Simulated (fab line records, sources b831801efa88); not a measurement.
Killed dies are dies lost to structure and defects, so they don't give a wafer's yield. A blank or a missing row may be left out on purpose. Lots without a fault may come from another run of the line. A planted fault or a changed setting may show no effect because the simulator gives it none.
Chamber matching | flow sky130 | SKY_VIA4_CMP_02 on cmp-02: 4 sister chambers
The step polishes SiO2. 8 wafers are shown with their chamber, then 7 later ones without.

WAFERS WITH THEIR CHAMBER
wafer  | chamber | motor_current_A (A) | retaining_ring_pressure_frac
L211.6 | 2       | 9.7                 | 0.997
L219.1 | 2       | 10.1                | 1.002
L219.6 | 0       | 11.2                | 1.004
L225.1 | 1       | 11.1                | 1.004
L225.4 | 3       | 12.5                | 0.992
L225.6 | 3       | 11.6                | 0.991
L227.1 | 0       | 11.2                | 1.008
L227.2 | 1       | 11.0                | 1.005

WAFERS WITHOUT THEIR CHAMBER
wafer  | motor_current_A (A) | retaining_ring_pressure_frac
L227.3 | 12.2                | 1.002
L228.1 | 12.0                | 1.000
L228.4 | 11.2                | 0.998
L228.5 | 11.4                | 1.001
L229.2 | 11.7                | 1.003
L229.3 | 10.1                | 1.002
L229.4 | 12.7                | 1.003

WHICH CHAMBER EACH WENT THROUGH
wafer  | from the rows above               | in truth
L227.3 | can't be placed: 0 or 1 or 3      | 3
L228.1 | can't be placed: 1 or 0 or 3      | 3
L228.4 | can't be placed: 1 or 0 or 3 or 2 | 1
L228.5 | can't be placed: 1 or 0           | 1
L229.2 | can't be placed: 0 or 1           | 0
L229.3 | can't be placed: 2 or 1           | 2
L229.4 | can't be placed: 0 or 1 or 3      | 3
Placed correctly: 0 of 7. Can't be placed from these rows: 7 (the true chamber is among the candidates in 7). Placed wrongly: 0.
How it was worked out, from the rows above alone: a wafer's distance from a chamber is the root of the sum, over the readings, of the square of ((its reading less the chamber's mean) divided by the reading's scatter). The wafer belongs to the nearest chamber; if the next one is less than 2 further off, it can't be placed. A chamber's mean is the mean of its shown wafers. The scatter: the root of (the sum of the squares of (reading less its chamber's mean) over the shown wafers, divided by (wafers less chambers)).
